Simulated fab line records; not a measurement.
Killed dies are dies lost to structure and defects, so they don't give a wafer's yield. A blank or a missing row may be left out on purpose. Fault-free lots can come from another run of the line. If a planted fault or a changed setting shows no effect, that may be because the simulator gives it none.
fab line records	flow gf180mcu
record lots=14	wafers=42	lastDay=35
route steps=602 shown V2@403 M3@411
lots untouched by any fault: they come from a run of this same line in which no faults occurred
startH: the number of hours between the record's first day and the start of the first shown wafer of the lot	waitH: time in hours since the lot's previous step	" the same as in the row above	L1.1+2: several wafers, shown together as one row	- no value, or no start given	* or withheld: withheld	< > ~ a bound
route shown NAME@n: names a module that has steps shown in the file, with the first one's number in the route	usual: average and standard deviation across the fault-free wafers	same: alike in all rows	chamber/n: place in a boat	sites: per-site readings	_std_site: standard deviation of those values	_edge_site: inner sites' mean taken away from outer sites' mean	radiusMm: for every site, how far away it sits from the centre of the wafer	mask NAME#n: copy n	behind: the tool/chamber that last shaped the wafer	hold: why the lot was held/for how many hours/how that ended	device: names the non-switching transistor (n, p or np)	end of line: tests run on the same wafers once the route is complete	a step without rows: its recipe alone	killed: at the first sort, the dies lost to defects and structure; wafer yield is something else	map: per-die view of a wafer (x killed, . not killed, _ where there is no die)
set.NAME: setting as actually run; set.NAME@STEP: the setting as run at that earlier step	model.NAME: the simulator's own value behind a step, which no gauge read
steps of the route over a sample of lots; a table a step, a row a wafer
services: a tool's chamber out of use, with start hour (startH, from the record's first day; less than 0 if before it), hours out, and reason
## steps
# step GF_V2_SPUTTER_21
# recipe material=Ti	targetThkNm=15	chamberPressurePa=5	powerW=2500	substrateTempC=200	timeS=80.02
# usual cathodeDcPowerW=2500.0/0.49	chamberPressurePa=5.000/0.0096	throttleValvePct=29.5/1.1
lot.wafer	tool	chamber	startH	waitH	cathodeDcPowerW	chamberPressurePa	throttleValvePct
L117.2	pvdSputter-03	-	489.82	0.0	2499.4	5.001	31.6
L117.3	"	-	"	"	2499.7	5.013	28.7
L117.4	"	-	"	"	2499.6	4.994	27.7
L118.4	pvdSputter-04	-	498.93	0.0	2499.7	5.002	30.3
L118.5	"	-	"	"	2499.5	5.013	30.1
L118.6	"	-	"	"	2500.4	4.987	27.6
L119.1	pvdSputter-02	-	503.39	0.0	2500.0	4.999	29.4
L119.2	"	-	"	"	2499.7	4.990	29.6
L119.3	"	-	"	"	2499.4	5.006	30.3
L120.1	pvdSputter-03	-	518.43	0.0	2499.4	5.029	31.7
L120.2	"	-	"	"	2501.2	4.998	28.6
L120.4	"	-	"	"	2499.5	4.991	27.7
L122.1	pvdSputter-03	-	536.82	0.0	2499.7	5.016	28.9
L122.3	"	-	"	"	2499.4	5.016	29.9
L122.4	"	-	"	"	2499.9	5.015	27.5
L123.1	pvdSputter-03	-	538.04	0.0	2500.5	4.990	27.8
L123.2	"	-	"	"	2499.7	4.994	28.7
L123.5	"	-	"	"	2499.1	4.984	28.7
L125.2	pvdSputter-02	-	554.18	0.0	2500.3	5.004	30.3
L125.5	"	-	"	"	2499.7	4.987	30.0
L125.6	"	-	"	"	2500.5	4.991	30.6
L132.1	pvdSputter-02	-	606.65	0.0	-	-	-
L132.2	"	-	"	"	-	-	-
L132.5	"	-	"	"	-	-	-
L133.4	pvdSputter-03	-	612.53	0.0	-	-	-
L133.5	"	-	"	"	-	-	-
L133.6	"	-	"	"	-	-	-
L134.1	pvdSputter-03	-	620.98	0.0	2500.1	5.011	29.7
L134.3	"	-	"	"	2500.3	5.007	27.6
L134.6	"	-	"	"	2499.8	4.984	28.6
L135.3	pvdSputter-03	-	625.64	0.0	2500.2	4.994	28.9
L135.4	"	-	"	"	2499.4	4.983	29.8
L135.6	"	-	"	"	2499.9	4.998	27.6
L137.1	pvdSputter-02	-	638.07	0.0	2499.4	5.007	29.7
L137.2	"	-	"	"	2499.9	4.989	30.1
L137.3	"	-	"	"	2500.0	4.990	29.5
L139.2	pvdSputter-03	-	651.52	0.0	2500.2	4.998	29.8
L139.4	"	-	"	"	2499.9	5.012	28.4
L139.5	"	-	"	"	2500.0	4.994	31.9
L140.3	pvdSputter-04	-	661.77	0.0	2499.5	4.995	30.1
L140.5	"	-	"	"	2499.6	4.998	30.2
L140.6	"	-	"	"	2499.2	5.000	29.5
# step GF_V2_SPUTTER_22
# recipe material=TiN	targetThkNm=10	chamberPressurePa=5	powerW=4000	timeS=40
# usual cathodeDcPowerW=3999.9/0.73	chamberPressurePa=5.000/0.011	throttleValvePct=29.5/1.1
lot.wafer	tool	chamber	startH	waitH	cathodeDcPowerW	chamberPressurePa	throttleValvePct
L117.2	pvdSputter-03	-	489.88	0.0	3999.7	5.015	31.5
L117.3	"	-	"	"	4000.4	4.989	28.7
L117.4	"	-	"	"	4000.6	5.000	27.7
L118.4	pvdSputter-04	-	499.00	0.0	3999.7	4.996	30.4
L118.5	"	-	"	"	3998.8	4.988	29.8
L118.6	"	-	"	"	3999.8	4.985	27.5
L119.1	pvdSputter-02	-	503.45	0.0	3999.8	4.999	29.8
L119.2	"	-	"	"	3998.5	5.003	30.2
L119.3	"	-	"	"	4000.3	5.001	30.3
L120.1	pvdSputter-03	-	518.49	0.0	3998.4	5.013	31.6
L120.2	"	-	"	"	4000.2	5.010	28.8
L120.4	"	-	"	"	3999.8	5.003	27.7
L122.1	pvdSputter-03	-	536.88	0.0	4000.6	5.009	29.0
L122.3	"	-	"	"	4000.3	4.996	30.0
L122.4	"	-	"	"	4000.7	5.011	27.7
L123.1	pvdSputter-03	-	538.10	0.0	4001.7	5.005	27.7
L123.2	"	-	"	"	4000.5	4.994	28.8
L123.5	"	-	"	"	3999.9	4.999	28.9
L125.2	pvdSputter-02	-	554.24	0.0	3999.1	5.013	29.9
L125.5	"	-	"	"	4000.6	4.987	30.1
L125.6	"	-	"	"	3999.9	5.009	30.4
L132.1	pvdSputter-02	-	606.71	0.0	3999.3	4.999	29.8
L132.2	"	-	"	"	4000.9	4.996	30.2
L132.5	"	-	"	"	3999.9	5.003	29.8
L133.4	pvdSputter-03	-	612.59	0.0	3999.7	5.017	28.6
L133.5	"	-	"	"	4001.6	4.997	31.6
L133.6	"	-	"	"	3999.4	4.998	29.7
L134.1	pvdSputter-03	-	621.04	0.0	4000.4	5.014	29.8
L134.3	"	-	"	"	3999.9	4.996	27.5
L134.6	"	-	"	"	4000.9	4.986	28.8
L135.3	pvdSputter-03	-	625.70	0.0	4001.4	5.010	28.8
L135.4	"	-	"	"	4000.2	5.014	29.7
L135.6	"	-	"	"	3999.2	4.989	27.6
L137.1	pvdSputter-02	-	638.13	0.0	4000.1	4.988	30.0
L137.2	"	-	"	"	4001.1	5.020	29.7
L137.3	"	-	"	"	3999.1	4.979	29.4
L139.2	pvdSputter-03	-	651.58	0.0	3999.9	4.999	29.7
L139.4	"	-	"	"	3999.4	4.998	28.9
L139.5	"	-	"	"	3999.3	4.993	31.6
L140.3	pvdSputter-04	-	661.84	0.0	3999.6	4.990	29.8
L140.5	"	-	"	"	4000.9	4.983	30.3
L140.6	"	-	"	"	4000.7	5.005	29.3
# step GF_M3_SPUTTER_02
# recipe material=AlCu	targetThkNm=450	powerW=10600	timeS=23.9	chamberPressurePa=0.4
# usual cathodeDcPowerW=10600/2	chamberPressurePa=0.3999/0.00072	throttleValvePct=29.7/1.1
lot.wafer	tool	chamber	startH	waitH	cathodeDcPowerW	chamberPressurePa	throttleValvePct
L117.2	pvdSputter-04	-	490.65	0.0	10599	0.4011	30.3
L117.3	"	-	"	"	10603	0.3998	27.5
L117.4	"	-	"	"	10597	0.4005	30.2
L118.4	pvdSputter-01	-	499.79	0.0	10602	0.3996	30.3
L118.5	"	-	"	"	10599	0.4000	29.2
L118.6	"	-	"	"	10600	0.3997	30.4
L119.1	pvdSputter-01	-	504.21	0.0	10599	0.3991	30.4
L119.2	"	-	"	"	10597	0.3999	30.9
L119.3	"	-	"	"	10601	0.4009	30.3
L120.1	pvdSputter-01	-	519.26	0.0	10599	0.4005	30.3
L120.2	"	-	"	"	10601	0.3990	29.3
L120.4	"	-	"	"	10598	0.3996	30.2
L122.1	pvdSputter-03	-	537.65	0.0	10600	0.3995	27.6
L122.3	"	-	"	"	10597	0.4005	28.7
L122.4	"	-	"	"	10600	0.3985	29.6
L123.1	pvdSputter-03	-	538.86	0.0	10599	0.4000	28.0
L123.2	"	-	"	"	10601	0.4001	29.7
L123.5	"	-	"	"	10602	0.3990	28.7
L125.2	pvdSputter-03	-	555.03	0.0	10598	0.3994	29.7
L125.5	"	-	"	"	10597	0.3992	27.4
L125.6	"	-	"	"	10601	0.3996	28.5
L134.1	pvdSputter-03	-	621.80	0.0	10598	0.4005	28.5
L134.3	"	-	"	"	10599	0.3995	27.5
L134.6	"	-	"	"	10597	0.3993	31.7
L135.3	pvdSputter-03	-	626.50	0.0	10602	0.3982	31.5
L135.4	"	-	"	"	10600	0.3988	27.4
L135.6	"	-	"	"	10599	0.3990	31.6
L137.1	pvdSputter-01	-	638.89	0.0	10599	0.3996	30.2
L137.2	"	-	"	"	10601	0.4004	29.2
L137.3	"	-	"	"	10598	0.4010	31.0
L139.2	pvdSputter-04	-	652.34	0.0	10601	0.3996	27.7
L139.4	"	-	"	"	10599	0.4006	30.1
L139.5	"	-	"	"	10600	0.4015	30.0
L140.3	pvdSputter-03	-	662.60	0.0	10603	0.3998	28.6
L140.5	"	-	"	"	10599	0.3988	28.8
L140.6	"	-	"	"	10599	0.3998	27.4
# step GF_M3_SPUTTER_03
# recipe material=Ti	targetThkNm=10	substrateTempC=300	chamberPressurePa=0.3	powerW=3000	timeS=6.7
# usual cathodeDcPowerW=3000.0/0.56	chamberPressurePa=0.3000/0.00059	throttleValvePct=29.7/1.2
lot.wafer	tool	chamber	startH	waitH	cathodeDcPowerW	chamberPressurePa	throttleValvePct
L117.2	pvdSputter-04	-	490.68	0.0	3000.2	0.3010	30.4
L117.3	"	-	"	"	3001.3	0.3007	27.6
L117.4	"	-	"	"	3000.1	0.3011	30.2
L118.4	pvdSputter-01	-	501.93	2.1	3000.7	0.3000	30.4
L118.5	"	-	"	"	2999.7	0.2995	28.7
L118.6	"	-	"	"	3000.6	0.2998	30.4
L119.1	pvdSputter-01	-	504.24	0.0	3001.0	0.3002	30.4
L119.2	"	-	"	"	3000.0	0.3006	31.0
L119.3	"	-	"	"	2999.7	0.3004	30.5
L120.1	pvdSputter-01	-	519.29	0.0	2999.4	0.2992	30.3
L120.2	"	-	"	"	3000.2	0.3005	29.1
L120.4	"	-	"	"	3000.6	0.3001	30.6
L122.1	pvdSputter-03	-	537.68	0.0	2999.9	0.3008	27.6
L122.3	"	-	"	"	3000.6	0.2988	28.4
L122.4	"	-	"	"	3000.7	0.2998	29.5
L123.1	pvdSputter-03	-	538.89	0.0	3000.5	0.2999	27.8
L123.2	"	-	"	"	2999.0	0.2999	29.9
L123.5	"	-	"	"	3000.6	0.3003	28.9
L125.2	pvdSputter-03	-	555.06	0.0	3000.0	0.2993	29.7
L125.5	"	-	"	"	3000.3	0.2993	27.5
L125.6	"	-	"	"	2999.4	0.3001	28.9
L134.1	pvdSputter-03	-	621.83	0.0	3000.3	0.2995	29.0
L134.3	"	-	"	"	3000.8	0.3010	27.6
L134.6	"	-	"	"	3000.1	0.3003	31.5
L135.3	pvdSputter-03	-	626.53	0.0	3000.5	0.2991	31.4
L135.4	"	-	"	"	2999.9	0.3002	27.4
L135.6	"	-	"	"	2999.9	0.2999	31.3
L137.1	pvdSputter-01	-	638.92	0.0	2999.7	0.2999	30.3
L137.2	"	-	"	"	3000.1	0.3007	28.8
L137.3	"	-	"	"	3000.8	0.2999	31.2
L139.2	pvdSputter-04	-	652.37	0.0	2998.8	0.2993	27.6
L139.4	"	-	"	"	3000.0	0.2996	29.9
L139.5	"	-	"	"	3000.4	0.2994	29.9
L140.3	pvdSputter-03	-	662.63	0.0	3000.5	0.3004	29.0
L140.5	"	-	"	"	3000.0	0.3005	28.8
L140.6	"	-	"	"	3000.3	0.3003	27.8
## services
tool	chamber	startH	hours	kind
pvdSputter-04	-	469.47	1.9	repair
pvdSputter-04	-	528.36	100.4	repair
pvdSputter-01	-	539.03	2.9	repair
pvdSputter-01	-	593.55	0.6	repair
pvdSputter-03	-	602.32	6.1	repair
pvdSputter-04	-	619.01	0.9	repair
pvdSputter-02	-	632.31	5.7	repair
pvdSputter-03	-	650.60	0.7	repair
## key
firstSign step=GF_V2_SPUTTER_21	reading=toolRecord	direction=missing
effect none on later readings
metAt GF_V2_SPUTTER_21
struckLots L132,L133
laterRowsLeftOut L132.1,L132.2,L132.5,L133.4,L133.5,L133.6
sortLeftOut L132.1,L132.2,L132.5,L133.4,L133.5,L133.6
notActingAt GF_V2_SPUTTER_22,GF_M3_SPUTTER_02,GF_M3_SPUTTER_03
onsetBetween 554.18 606.65
fault kind=skippedStepWhole	tool=pvdSputter-02,pvdSputter-03	chamber=-	onsetH=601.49	steps=GF_V2_SPUTTER_21	scope=struckLotsOnly
# sortLeftOut: the simulated sort isn't trusted on such a fault, so these wafers' sort isn't shown, and their yield isn't known
# laterRowsLeftOut: the simulator's readings of these wafers behind a module that went badly wrong aren't trusted and aren't shown, but for the sort
